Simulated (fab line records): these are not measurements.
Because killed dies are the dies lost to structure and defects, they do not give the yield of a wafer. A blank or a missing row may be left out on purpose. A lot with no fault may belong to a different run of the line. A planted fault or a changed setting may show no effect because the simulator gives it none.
fab line records    flow sfq-line
[record] lots = 5  wafers = 15  last-day = 89
route steps=325 shown M2@92 I2@103 M3@118 I3@133 M8@325
lots that met no fault: taken from a fault-free run of the same line
start-h: hours from the record's first day to the start of the lot's first wafer shown    wait-h: hours from the lot's prior step to this one    " the same as in the row above    L1.1+2: one row covering several wafers at once    - no value present, or no start provided    * or withheld: withheld    < > ~ a bound
route shown NAME@n: a module of which the file shows steps, and the number in the route of the first    usual: mean/standard deviation taken from wafers without a fault    same: alike in all rows    chamber/n: place in a boat    sites: the reading at each site    _std_site: the values' standard deviation    _edge_site: mean of outer sites minus mean of inner sites    radius-mm: how far each site lies from the wafer's centre    mask NAME#n: copy n    behind: tool/chamber where the wafer was last shaped    hold: cause of the lot's hold/its duration in hours/its outcome    device: transistor that didn't switch, given as n, p or np    end of line: the route-end tests of the same wafers    where a step has no rows: the recipe by itself    killed: dies that structure and defects cost at the first sort, which is not the same as the wafer's yield    map: shows each die of a wafer: x if killed, . if not, _ if none is there
set.NAME: the setting as run; set.NAME@STEP: as run at that earlier step    model.NAME: the simulator's own value behind a step, which no gauge read
lots seen at some steps along the route; tables by step, rows by wafer
services: a tool's chamber out of use, with start hour (start-h, from the record's first day; less than 0 if before it), hours out, and reason
[[steps]]
[step SFQ_TRILAYER_M2_LITHO_COAT_062]
[recipe] resist = BARC  spin-rpm = 3000  resist-thk-nm = 62
[step SFQ_TRILAYER_M2_LITHO_COAT_057]
[recipe] resist = KrF  spin-rpm = 3000  resist-thk-nm = 600
[step SFQ_TRILAYER_M2_LITHO_SOFTBAKE_061]
[recipe] temp-c = withheld  time-s = withheld  resist = KrF
[step SFQ_TRILAYER_M2_LITHO_EXPOSE_058]
[recipe] mask-id = M2  na = 0.6  source-shape = conventional  sigma-outer = 0.65  target-cd-nm = 500  dose-mj = 14.4
[step SFQ_TRILAYER_M2_LITHO_PEB_060]
[recipe] peb-temp-c = 115  peb-time-s = 60  resist = KrF
[step SFQ_TRILAYER_M2_LITHO_DEVELOP_059]
[recipe] time-s = 60  resist = KrF
[step SFQ_M2_OVL_MEAS_916]
[usual] M2_OVL = -2/5.8
lot.wafer  tool        chamber  start-h  wait-h  M2_OVL[nm]
L531.1     overlay-02  -        902.94   0.1     5
L531.5     "           -        "        "       -4
L531.6     "           -        "        "       3
L533.1     overlay-01  -        942.79   0.1     1
L533.2     "           -        "        "       4
L533.4     "           -        "        "       5
L542.1     overlay-01  -        1041.88  0.1     -4
L542.2     "           -        "        "       -3
L542.6     "           -        "        "       -2
L543.2     overlay-02  -        1046.81  0.1     6
L543.4     "           -        "        "       9
L543.5     "           -        "        "       3
L544.1     overlay-01  -        1051.61  0.1     -7
L544.4     "           -        "        "       -1
L544.6     "           -        "        "       2
[step SFQ_TRILAYER_M2_BARC_OPEN_METAL_ETCH_077]
[recipe] mask-material = PR  chemistry = O2  target-depth-nm = 125  target = BARC  icp-w = 600  bias-w = 80  pressure-mtorr = 10  time-s = 41.7
[usual] chamber-pressure-mTorr = 10.000/0.0097  drypump-motor-current-A = 5.54/0.23  oes-product-au = 0.685/0.0043
lot.wafer  tool          chamber  start-h  wait-h  chamber-pressure-mTorr  drypump-motor-current-A  oes-product-au  rf-hours-counter-h
L531.1     rie-metal-01  0        902.98   0.0     10.012                  5.80                     0.684           12
L531.5     "             0        "        "       10.012                  5.79                     0.679           -
L531.6     "             1        "        "       9.995                   5.73                     0.686           -
L533.1     rie-metal-03  0        942.83   0.0     10.007                  5.59                     0.682           47
L533.2     "             1        "        "       10.014                  5.33                     0.684           63
L533.4     "             0        "        "       9.998                   5.58                     0.688           -
L542.1     rie-metal-01  1        1041.92  0.0     10.009                  5.72                     0.678           107
L542.2     "             0        "        "       10.010                  5.82                     0.680           29
L542.6     "             0        "        "       10.006                  5.82                     0.677           -
L543.2     rie-metal-03  0        1046.84  0.0     9.992                   5.57                     0.684           60
L543.4     "             1        "        "       10.005                  5.31                     0.690           -
L543.5     "             1        "        "       10.001                  5.29                     0.686           -
L544.1     rie-metal-04  0        1051.64  0.0     10.010                  5.17                     0.685           97
L544.4     "             1        "        "       10.003                  5.32                     0.688           -
L544.6     "             1        "        "       10.002                  5.35                     0.690           -
[step SFQ_TRILAYER_M2_ETCH_METAL_ETCH_060]
[recipe] target = Nb  stop-on = SiO2  mask-material = PR  chemistry = Cl2/Ar  target-depth-nm = 240  icp-w = 600  bias-w = 80  pressure-mtorr = 10  time-s = 120
[step SFQ_TRILAYER_M2_STRIP_STRIP_061]
[recipe] gas = O2  power-w = 200  platen-temp-c = 40  overash-fraction = 0.65  chemistry = O2  pressure-mtorr = 50
[step SFQ_TRILAYER_M2_STRIP_SOLV_CLEAN_062]
[recipe] chemistry = NMP  temp-c = 70  time-s = 600
[step SFQ_TRILAYER_I2_DEP_PECVD_063]
[recipe] material = SiO2  temp-c = 150  time-s = 111.11  pressure-torr = 2.4  rf-w = 183.3  precursor = SiH4/N2O  target-thk-nm = 500
[step SFQ_TRILAYER_I2_CMP_CMP_064]
[recipe] material = SiO2  down-force-psi = 3  platen-rpm = 60  pad-velocity-m-s = 0.94248
[usual] edge-zone-pressure-frac = 0.999/0.0043  motor-current-A = 10.8/0.7  time-to-endpoint-s = 217/7.5
lot.wafer  tool    chamber  start-h  wait-h  edge-zone-pressure-frac  motor-current-A  time-to-endpoint-s  model.SiO2_of_TRILAYER_I2_DEP_PECVD_063.thk-nm
L531.1     cmp-01  1        907.52   3.5     1.002                    9.3              212                 199.7
L531.5     "       3        908.52   4.5     1.007                    10.7             219                 200.9
L531.6     "       0        "        "       0.991                    11.6             218                 199.6
L533.4     cmp-02  1        944.48   0.6     0.997                    10.7             225                 202.6
L533.2     "       2        "        "       1.001                    10.8             214                 201.9
L533.1     "       3        "        "       1.002                    11.1             220                 202.7
L542.1     cmp-02  1        1042.96  0.0     1.004                    11.1             220                 201.4
L542.2     "       3        1043.96  1.0     1.005                    10.8             223                 201.3
L542.6     "       2        1045.46  2.5     1.002                    10.4             287                 308.5
L543.4     cmp-01  1        1049.28  1.4     0.997                    9.2              214                 199.7
L543.2     "       2        "        "       0.997                    11.5             216                 199.7
L543.5     "       0        1050.78  2.9     0.995                    11.4             223                 200.1
L544.1     cmp-01  1        1052.68  0.0     0.992                    9.4              208                 200.6
L544.4     "       0        1054.18  1.5     1.005                    11.3             215                 201.5
L544.6     "       1        "        "       1.002                    8.9              211                 200.6
[step SFQ_I2_BOW_MEAS_917]
[recipe] mode = bow
[usual] I2_BOW = 1/9
lot.wafer  tool           chamber  start-h  wait-h  I2_BOW[um]
L531.1     film-metro-03  -        909.52   1.5     -13
L531.5     "              -        "        "       -9
L531.6     "              -        "        "       -10
L533.1     film-metro-01  -        947.48   1.5     -2
L533.2     "              -        "        "       -3
L533.4     "              -        "        "       6
L542.1     film-metro-04  -        1045.96  2.5     22
L542.2     "              -        "        "       28
L542.6     "              -        "        "       8
L543.2     film-metro-01  -        1051.30  1.0     20
L543.4     "              -        "        "       16
L543.5     "              -        "        "       12
L544.1     film-metro-01  -        1055.68  2.5     4
L544.4     "              -        "        "       5
L544.6     "              -        "        "       1
[step SFQ_TRILAYER_I2_METRO_MEASURE_065]
[usual] thk-nm = 200.4/0.89
lot.wafer  tool           chamber  start-h  wait-h  thk-nm
L531.1     film-metro-03  -        909.64   0.1     199.9
L531.5     "              -        "        "       201.1
L531.6     "              -        "        "       199.7
L533.1     film-metro-01  -        947.60   0.1     202.8
L533.2     "              -        "        "       201.9
L533.4     "              -        "        "       202.6
L542.1     film-metro-04  -        1046.08  0.1     201.2
L542.2     "              -        "        "       201.4
L542.6     "              -        "        "       308.8
L543.2     film-metro-01  -        1051.60  0.3     199.9
L543.4     "              -        "        "       199.6
L543.5     "              -        "        "       200.1
L544.1     film-metro-01  -        1055.80  0.1     200.5
L544.4     "              -        "        "       201.4
L544.6     "              -        "        "       200.5
[step SFQ_TRILAYER_I2_VIA_LITHO_COAT_072]
[recipe] resist = BARC  spin-rpm = 3000  resist-thk-nm = 62
[step SFQ_TRILAYER_I2_VIA_LITHO_COAT_067]
[recipe] resist = KrF  spin-rpm = 3000  resist-thk-nm = 650
[step SFQ_TRILAYER_I2_VIA_LITHO_SOFTBAKE_071]
[recipe] temp-c = withheld  time-s = withheld  resist = KrF
[step SFQ_TRILAYER_I2_VIA_LITHO_EXPOSE_068]
[recipe] mask-id = I2  na = 0.6  source-shape = conventional  sigma-outer = 0.65  target-cd-nm = 500  dose-mj = 21.3
[step SFQ_TRILAYER_I2_VIA_LITHO_PEB_070]
[recipe] peb-temp-c = 115  peb-time-s = 60  resist = KrF
[step SFQ_TRILAYER_I2_VIA_LITHO_DEVELOP_069]
[recipe] time-s = 60  resist = KrF
[step SFQ_I2_OVL_MEAS_918]
[usual] I2_OVL = -4/5.9
lot.wafer  tool        chamber  start-h  wait-h  I2_OVL[nm]
L531.1     overlay-02  -        913.66   0.1     -10
L531.5     "           -        "        "       -16
L531.6     "           -        "        "       -14
L533.1     overlay-01  -        951.11   0.1     0
L533.2     "           -        "        "       -1
L533.4     "           -        "        "       -5
L542.1     overlay-01  -        1049.65  0.1     3
L542.2     "           -        "        "       -6
L542.6     "           -        "        "       -4
L543.2     overlay-02  -        1054.86  0.1     -11
L543.4     "           -        "        "       -9
L543.5     "           -        "        "       -9
L544.1     overlay-01  -        1059.25  0.1     -16
L544.4     "           -        "        "       -12
L544.6     "           -        "        "       -15
[step SFQ_TRILAYER_I2_VIA_BARC_OPEN_VIA_ETCH_096]
[recipe] mask-material = PR  chemistry = O2  target-depth-nm = 125  target = BARC  source-w = 500  bias-w = 80  pressure-mtorr = 30  time-s = 41.7
[usual] chamber-pressure-mTorr = 30.001/0.029  drypump-motor-current-A = 5.9/0.45  oes-product-au = 0.685/0.0045
lot.wafer  tool         chamber  start-h  wait-h  chamber-pressure-mTorr  drypump-motor-current-A  oes-product-au  rf-hours-counter-h
L531.1     rie-diel-01  0        913.69   0.0     29.995                  5.6                      0.684           5
L531.5     "            0        "        "       30.072                  5.6                      0.687           -
L531.6     "            3        "        "       29.954                  6.3                      0.690           -
L533.1     rie-diel-01  2        951.14   0.0     29.996                  5.9                      0.683           11
L533.2     "            0        "        "       30.033                  5.6                      0.689           5
L533.4     "            1        "        "       30.001                  6.7                      0.682           8
L542.1     rie-diel-01  1        1049.69  0.0     30.035                  6.7                      0.682           10
L542.2     "            0        "        "       30.011                  5.6                      0.687           7
L542.6     "            0        "        "       30.014                  5.5                      0.686           -
L543.2     rie-diel-01  3        1054.89  0.0     29.958                  6.3                      0.692           11
L543.4     "            1        "        "       30.024                  6.7                      0.684           10
L543.5     "            1        "        "       29.969                  6.6                      0.690           -
L544.1     rie-diel-01  1        1059.29  0.0     29.980                  6.7                      0.693           10
L544.4     "            2        "        "       29.998                  5.9                      0.682           13
L544.6     "            3        "        "       30.040                  6.3                      0.679           -
[step SFQ_TRILAYER_I2_VIA_ETCH_VIA_ETCH_070]
[recipe] target = SiO2  stop-on = Nb  mask-material = PR  taper-deg = 20  chemistry = CHF3  target-depth-nm = 260  source-w = 500  bias-w = 80  pressure-mtorr = 30  time-s = withheld
[usual] chamber-pressure-mTorr = 29.998/0.026  drypump-motor-current-A = 5.9/0.45  oes-product-au = 0.855/0.0047
lot.wafer  tool         chamber  start-h  wait-h  chamber-pressure-mTorr  drypump-motor-current-A  oes-product-au  model.etch.depth-nm  model.I2.feature-depth-nm
L531.1     rie-diel-01  0        913.73   0.0     30.031                  5.6                      0.856           199.7                199.7
L531.5     "            0        "        "       29.989                  5.6                      0.857           200.9                200.9
L531.6     "            3        "        "       29.964                  6.3                      0.853           199.6                199.6
L533.1     rie-diel-01  2        951.18   0.0     30.038                  5.9                      0.863           202.7                202.7
L533.2     "            0        "        "       29.971                  5.6                      0.859           201.9                201.9
L533.4     "            1        "        "       30.018                  6.7                      0.859           202.6                202.6
L542.1     rie-diel-01  1        1049.73  0.0     29.984                  6.6                      0.859           201.4                201.4
L542.2     "            0        "        "       30.020                  5.5                      0.863           201.3                201.3
L542.6     "            0        "        "       30.035                  5.6                      0.992           256.6                256.6
L543.2     rie-diel-01  3        1054.93  0.0     29.980                  6.4                      0.854           199.7                199.7
L543.4     "            1        "        "       29.969                  6.7                      0.854           199.7                199.7
L543.5     "            1        "        "       30.004                  6.7                      0.849           200.1                200.1
L544.1     rie-diel-01  1        1059.33  0.0     29.983                  6.7                      0.857           200.6                200.6
L544.4     "            2        "        "       29.995                  5.9                      0.859           201.5                201.5
L544.6     "            3        "        "       29.965                  6.4                      0.860           200.6                200.6
[step SFQ_TRILAYER_I2_VIA_STRIP_STRIP_071]
[recipe] gas = O2  power-w = 200  platen-temp-c = 40  overash-fraction = 0.65  chemistry = O2  pressure-mtorr = 50
[usual] chamber-pressure-mTorr = 50.00/0.051  drypump-motor-current-A = 5.48/0.26  oes-product-au = 0.999/0.0077
lot.wafer  tool          chamber  start-h  wait-h  chamber-pressure-mTorr  drypump-motor-current-A  oes-product-au  rf-hours-counter-h
L531.1     rie-metal-03  0        913.85   -       50.02                   5.59                     0.993           43
L531.5     "             1        "        "       49.98                   5.31                     1.009           -
L531.6     "             0        "        "       49.98                   5.61                     0.992           -
L533.1     rie-metal-04  0        951.30   -       50.03                   5.16                     1.008           84
L533.2     "             1        "        "       50.05                   5.33                     1.000           67
L533.4     "             1        "        "       50.07                   5.33                     1.004           -
L542.1     rie-metal-03  0        1049.84  -       50.00                   5.59                     0.978           60
L542.2     "             1        "        "       49.96                   5.30                     0.997           80
L542.6     "             0        "        "       50.01                   5.63                     0.990           -
L543.2     rie-metal-03  0        1055.04  -       50.03                   5.59                     0.977           61
L543.4     "             1        "        "       50.05                   5.32                     1.005           -
L543.5     "             1        "        "       50.03                   5.34                     1.001           -
L544.1     rie-metal-03  0        1059.44  -       50.05                   5.60                     0.993           61
L544.4     "             0        "        "       49.92                   5.63                     0.990           -
L544.6     "             0        "        "       49.90                   5.60                     0.986           -
[step SFQ_TRILAYER_I2_VIA_STRIP_SOLV_CLEAN_072]
[recipe] chemistry = NMP  temp-c = 70  time-s = 600
[step SFQ_TRILAYER_M3_DEP_PRE_CLEAN_074]
[recipe] gas = Ar  time-s = 22.5  bias-v = 250
lot.wafer  tool            chamber  start-h  wait-h  model.SiO2_of_TRILAYER_I2_DEP_PECVD_063.thk-nm
L531.1     pvd-sputter-03  -        914.62   0.0     192.2
L531.5     "               -        "        "       193.4
L531.6     "               -        "        "       192.1
L533.1     pvd-sputter-04  -        952.07   0.0     195.2
L533.2     "               -        "        "       194.4
L533.4     "               -        "        "       195.1
L542.1     pvd-sputter-04  -        1050.61  0.0     193.9
L542.2     "               -        "        "       193.8
L542.6     "               -        "        "       301
L543.2+4   pvd-sputter-03  -        1055.82  0.0     192.2
L543.5     "               -        "        "       192.6
L544.1+6   pvd-sputter-04  -        1060.21  0.0     193.1
L544.4     "               -        "        "       194
[step SFQ_TRILAYER_M3_DEP_SPUTTER_073]
[recipe] material = Nb  base-pressure-pa = 1.33e-06  chamber-pressure-pa = 0.1333  substrate-temp-c = 20  resputter-cathode-voltage-v = 400  target-thk-nm = 200  power-w = 2000  time-s = 133.3
[usual] throttle-valve-pct = 29.9/0.96
lot.wafer  tool            chamber  start-h  wait-h  throttle-valve-pct
L531.1     pvd-sputter-03  -        914.65   0.0     29.4
L531.5     "               -        "        "       32.1
L531.6     "               -        "        "       29.3
L533.1     pvd-sputter-04  -        952.10   0.0     30.6
L533.2     "               -        "        "       29.2
L533.4     "               -        "        "       28.7
L542.1     pvd-sputter-04  -        1050.64  0.0     28.9
L542.2     "               -        "        "       30.6
L542.6     "               -        "        "       30.7
L543.2     pvd-sputter-03  -        1055.85  0.0     29.3
L543.4     "               -        "        "       29.5
L543.5     "               -        "        "       31.8
L544.1     pvd-sputter-04  -        1060.24  0.0     28.8
L544.4     "               -        "        "       30.6
L544.6     "               -        "        "       29.3
[step SFQ_M3_RS_MEAS_919]
[recipe] thk-meas-gauge = four-point-probe  reads = Nb_of_TRILAYER_M3_DEP_SPUTTER_073
[usual] M3_NB_RS = 0.885/0.0082
lot.wafer  tool           chamber  start-h  wait-h  M3_NB_RS[ohm/sq]
L531.1     film-metro-04  -        914.74   0.0     0.868
L531.5     "              -        "        "       0.874
L531.6     "              -        "        "       0.868
L533.1     film-metro-01  -        952.19   0.0     0.890
L533.2     "              -        "        "       0.887
L533.4     "              -        "        "       0.887
L542.1     film-metro-04  -        1050.73  0.0     0.895
L542.2     "              -        "        "       0.895
L542.6     "              -        "        "       0.898
L543.2     film-metro-02  -        1055.96  0.1     0.876
L543.4     "              -        "        "       0.875
L543.5     "              -        "        "       0.876
L544.1     film-metro-01  -        1060.33  0.0     0.880
L544.4     "              -        "        "       0.900
L544.6     "              -        "        "       0.885
[step SFQ_TRILAYER_M3_LITHO_COAT_080]
[recipe] resist = BARC  spin-rpm = 3000  resist-thk-nm = 62
[step SFQ_TRILAYER_M3_LITHO_COAT_075]
[recipe] resist = KrF  spin-rpm = 3000  resist-thk-nm = 600
[step SFQ_TRILAYER_M3_LITHO_SOFTBAKE_079]
[recipe] temp-c = withheld  time-s = withheld  resist = KrF
[step SFQ_TRILAYER_M3_LITHO_EXPOSE_076]
[recipe] mask-id = M3  na = 0.6  source-shape = conventional  sigma-outer = 0.65  target-cd-nm = 500  dose-mj = 14.4
[step SFQ_TRILAYER_M3_LITHO_PEB_078]
[recipe] peb-temp-c = 115  peb-time-s = 60  resist = KrF
[step SFQ_TRILAYER_M3_LITHO_DEVELOP_077]
[recipe] time-s = 60  resist = KrF
[step SFQ_M3_OVL_MEAS_921]
[usual] M3_OVL = 1/4.7
lot.wafer  tool        chamber  start-h  wait-h  M3_OVL[nm]
L531.1     overlay-02  -        1064.81  0.1     0
L531.5     "           -        "        "       4
L531.6     "           -        "        "       5
L533.1     overlay-02  -        1094.10  0.1     -1
L533.2     "           -        "        "       -4
L533.4     "           -        "        "       -5
L542.1     overlay-02  -        1175.27  0.1     2
L542.2     "           -        "        "       1
L542.6     "           -        "        "       3
L543.2     overlay-02  -        1180.08  0.1     7
L543.4     "           -        "        "       10
L543.5     "           -        "        "       8
L544.1     overlay-02  -        1183.67  0.1     -8
L544.4     "           -        "        "       -5
L544.6     "           -        "        "       -6
[step SFQ_TRILAYER_M3_BARC_OPEN_METAL_ETCH_100]
[recipe] mask-material = PR  chemistry = O2  target-depth-nm = 125  target = BARC  icp-w = 600  bias-w = 80  pressure-mtorr = 10  time-s = 41.7
[step SFQ_TRILAYER_M3_ETCH_METAL_ETCH_078]
[recipe] target = Nb  stop-on = SiO2  mask-material = PR  chemistry = Cl2/Ar  target-depth-nm = 240  icp-w = 600  bias-w = 80  pressure-mtorr = 10  time-s = 120
[usual] chamber-pressure-mTorr = 10.001/0.01  drypump-motor-current-A = 5.59/0.3  oes-product-au = 0.896/0.0066
lot.wafer  tool          chamber  start-h  wait-h  chamber-pressure-mTorr  drypump-motor-current-A  oes-product-au  rf-hours-counter-h
L531.1     rie-metal-01  1        1064.90  0.0     9.995                   5.73                     0.903           110
L531.5     "             1        "        "       10.001                  5.69                     0.905           -
L531.6     "             0        "        "       9.988                   5.85                     0.913           -
L533.1     rie-metal-04  1        1094.19  0.0     9.989                   5.35                     0.886           86
L533.2     "             0        "        "       10.005                  5.17                     0.897           102
L533.4     "             1        "        "       9.993                   5.36                     0.898           -
L542.1     rie-metal-04  1        1175.37  0.0     9.973                   5.34                     0.882           100
L542.2     "             0        "        "       10.002                  5.17                     0.897           116
L542.6     "             1        "        "       10.008                  5.31                     0.885           -
L543.2     rie-metal-04  1        1180.17  0.0     10.001                  5.33                     0.905           101
L543.4     "             1        "        "       9.995                   5.34                     0.901           -
L543.5     "             1        "        "       9.985                   5.33                     0.899           -
L544.1     rie-metal-01  0        1183.77  0.0     10.010                  5.82                     0.896           53
L544.4     "             0        "        "       10.004                  5.84                     0.881           -
L544.6     "             1        "        "       10.000                  5.72                     0.897           -
[step SFQ_TRILAYER_M3_STRIP_STRIP_079]
[recipe] gas = O2  power-w = 200  platen-temp-c = 40  overash-fraction = 0.65  chemistry = O2  pressure-mtorr = 50
[step SFQ_TRILAYER_M3_STRIP_SOLV_CLEAN_080]
[recipe] chemistry = NMP  temp-c = 70  time-s = 600
[step SFQ_TRILAYER_I3_DEP_PECVD_081]
[recipe] material = SiO2  temp-c = 150  time-s = 111.11  pressure-torr = 2.4  rf-w = 183.3  precursor = SiH4/N2O  target-thk-nm = 500
[step SFQ_M8_BOW_MEAS_951]
[recipe] mode = bow
[usual] M8_BOW = 8/12
lot.wafer  tool           chamber  start-h  wait-h  M8_BOW[um]  model.etest.i2.link-ohm
L531.1     film-metro-03  -        2004.20  0.0     -13         1.948
L531.5     "              -        "        "       -9          1.951
L531.6     "              -        "        "       -10         1.94
L533.1     film-metro-03  -        2017.40  0.0     -2          1.984
L533.2     "              -        "        "       -1          1.972
L533.4     "              -        "        "       5           1.968
L542.1     film-metro-01  -        2090.54  0.0     39          1.984
L542.2     "              -        "        "       46          1.983
L542.6     "              -        "        "       27          1e+06
L543.2     film-metro-01  -        2094.16  0.0     29          1.953
L543.4     "              -        "        "       23          1.956
L543.5     "              -        "        "       19          1.96
L544.1     film-metro-04  -        2139.49  0.0     24          1.981
L544.4     "              -        "        "       26          1.992
L544.6     "              -        "        "       21          1.979
[[services]]
tool            chamber  start-h  hours  kind
rie-metal-01    -        883.02   14.6   pm
rie-metal-03    0        894.67   8.5    repair
cmp-01          -        898.10   5.4    pm
rie-metal-01    -        906.70   1.4    repair
film-metro-01   -        908.64   3.2    repair
rie-diel-01     1        919.70   11.4   repair
pvd-sputter-03  -        920.92   4.6    repair
cmp-01          -        922.01   4.0    pm
cmp-01          -        924.74   1.9    repair
pvd-sputter-04  -        929.83   7.5    repair
pvd-sputter-03  -        935.51   3.1    repair
rie-metal-04    -        945.19   0.2    repair
cmp-01          -        958.29   1.4    repair
film-metro-01   -        974.18   10.6   repair
rie-metal-03    -        982.92   0.6    repair
cmp-01          -        992.75   0.4    repair
film-metro-01   -        999.17   1.9    pm
cmp-01          -        1009.61  0.5    repair
rie-metal-03    0        1014.13  8.9    repair
rie-metal-04    0        1058.15  8.0    repair
film-metro-01   -        1064.48  0.5    pm
rie-diel-01     -        1078.51  0.2    repair
rie-metal-04    -        1138.42  2.8    pm
rie-metal-04    -        1154.67  0.7    repair
[[key]]
[first-sign] step = SFQ_TRILAYER_I2_CMP_CMP_064  reading = time-to-endpoint-s  direction = up  sigmas = 9.4  usual = *  struck = *
[effect] step = SFQ_TRILAYER_I2_METRO_MEASURE_065  reading = thk-nm  direction = up  sigmas = 99+  usual = 200.4  struck = 308.8
[effect] step = SFQ_TRILAYER_I2_VIA_ETCH_VIA_ETCH_070  reading = oes-product-au  direction = up  sigmas = 29  usual = 0.855  struck = 0.992
[model-effect] step = SFQ_TRILAYER_I2_CMP_CMP_064  value = SiO2_of_TRILAYER_I2_DEP_PECVD_063.thk-nm  without = 200.4  struck = 308.5
[model-effect] step = SFQ_TRILAYER_I2_VIA_ETCH_VIA_ETCH_070  value = etch.depth-nm  without = 200.4  struck = 256.6
[model-effect] step = SFQ_TRILAYER_M3_DEP_PRE_CLEAN_074  value = SiO2_of_TRILAYER_I2_DEP_PECVD_063.thk-nm  without = 192.9  struck = 301
[model-effect] step = SFQ_M8_BOW_MEAS_951  value = etest.i2.link-ohm  without = 1.984  struck = 1e+06
met-at SFQ_TRILAYER_I2_CMP_CMP_064
struck-wafers L542.6
onset-between 944.48 1042.96
[fault] kind = process-parameter-drift  tool = cmp-02  chamber = 2  onset-h = 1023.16  steps = SFQ_TRILAYER_I2_CMP_CMP_064  channel = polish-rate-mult  offset = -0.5  shape = step  end-h = 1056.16
